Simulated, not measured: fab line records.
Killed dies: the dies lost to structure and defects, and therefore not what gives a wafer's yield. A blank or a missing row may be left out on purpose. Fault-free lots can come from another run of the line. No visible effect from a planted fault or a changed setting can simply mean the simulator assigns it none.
Struck lot and sound lot, side by side / flow gf180mcu / 14 out of 602 route steps
Sound: wafers L956.1, L956.3, L956.5. The struck wafers were L970.1, L970.2, L970.6. The cause comes at the end.
Each step with rows lists, per side, the tool, then ch with its chambers, then its first start. Under that, the readings that differ: sound wafers / struck wafers / difference of the means / sigmas: that difference in standard deviations of wafers without a fault.
alike: readings with means less than 2 such deviations apart, plus words and numbers identical on both sides. not compared: withheld readings, readings lacking a value on some wafer, bounds such as >300 that could conceal the same value, and numbers that have no deviation in the record and whose values overlap.
Wherever a step has rows on one side only, a row that says differs or no value, or a row with sigmas, the two part there. Non-overlapping numbers with no deviation appear without sigmas and do not part them. A reading missing from all wafers of one side parts the sides only when that side holds two or more wafers.

GF_CONTACT_OVL_MEAS_15:
  sound: overlay-02 at day 18 11:58; struck: overlay-01 at day 23 02:55
  alike: CONTACT_OVL
then, 1 step without rows for these wafers: GF_CONTACT_ETCH_16 (etches BARC in N2/H2).
GF_CONTACT_ETCH_17: etches SiO2 in C4F8/O2/Ar, stops on CoSi2, target depth 860 nm.
  sound: rie diel-01 ch 0,2,3; struck: rie diel-04 ch 0,1,2
  alike: oes product au
GF_CONTACT_STRIP_18: strips in O2/N2.
  sound on plasma asher-04 ch 0, day 18 12:10; struck on plasma asher-04 ch 0,1, day 23 03:07
  alike: drypump motor current A, heater power w, oes product au
  not compared: rf hours counter h
then, 3 steps without rows for these wafers: GF_CONTACT_CLEAN_19 (cleans in SPM); GF_CONTACT_CLEAN_20 (cleans in DIW); GF_CONTACT_CLEAN_21 (cleans in dHF, time 20 s).
GF_CONTACT_SPUTTER_22: material Ti, target thk 15 nm, time 80.02 s.
  sound: pvd sputter-04 at day 18 12:27; struck: pvd sputter-04 at day 23 03:25
  alike: chamber pressure pa, throttle valve pct
GF_CONTACT_SPUTTER_23: material TiN, target thk 10 nm, time 40 s.
  sound: pvd sputter-04 at day 18 12:31; struck: pvd sputter-04 at day 23 03:28
  alike: chamber pressure pa, throttle valve pct
GF_CONTACT_CVD_24: deposits W, target thk 300 nm, time 90.339 s.
  sound on cvd w-01 ch 0,1, day 18 12:33; struck on cvd w-01 ch 0,1, day 23 03:31
  alike: heater power w, susceptor temp C
GF_CONTACT_RS_MEAS_25: uses a four-point probe to measure.
  sound: film metro-04 at day 18 12:39; struck: film metro-04 at day 23 03:37
  alike: CONTACT_W_RS
GF_CONTACT_THK_MEAS_26: measures by xrf.
  sound: film metro-04 at day 18 12:46; struck: film metro-04 at day 23 03:44
  alike: CONTACT_W_THK
GF_CONTACT_CMP_27: polishes, stops on SiO2, t overpolish 15 s, target thk 0 nm.
  sound on cmp-01 ch 0,1,3, day 18 12:50; struck on cmp-01 ch 0,1,3, day 23 03:50
reading=head pressure psi (psi); sound=3.512 3.494 3.493; struck=1.213 1.208 1.222; difference=-2.285; sigmas=-99 or more
reading=motor current A (A); sound=11.7 9.4 9.8; struck=5.8 5.6 6.5; difference=-4.3; sigmas=-6
reading=overpolish run s (s); sound=14.972 15.004 14.997; struck=0.034 0.046 0.044; difference=-14.950; sigmas=-99 or more
reading=time to endpoint s (s); sound=72 75 78; struck=115 115 115; difference=+40; sigmas=+12
-- the record jumps here: 11 days lie between the struck wafers' starts before and after (it left off in module CONTACT and takes up again in module PASSIVATION, whose first step shown is number 602 of the route) --
GF_PASSIVATION_PROBE_99:
  only the struck wafers here have rows in the record (prober-02, day 34 08:31); the sound ones have none

== WHERE THEY PART ==
Last at GF_PASSIVATION_PROBE_99 as far as this record goes, first at GF_CONTACT_CMP_27.

WHY: what had been put in by the simulator
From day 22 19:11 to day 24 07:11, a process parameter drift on cmp-01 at GF_CONTACT_CMP_27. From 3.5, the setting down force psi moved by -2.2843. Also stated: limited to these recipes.
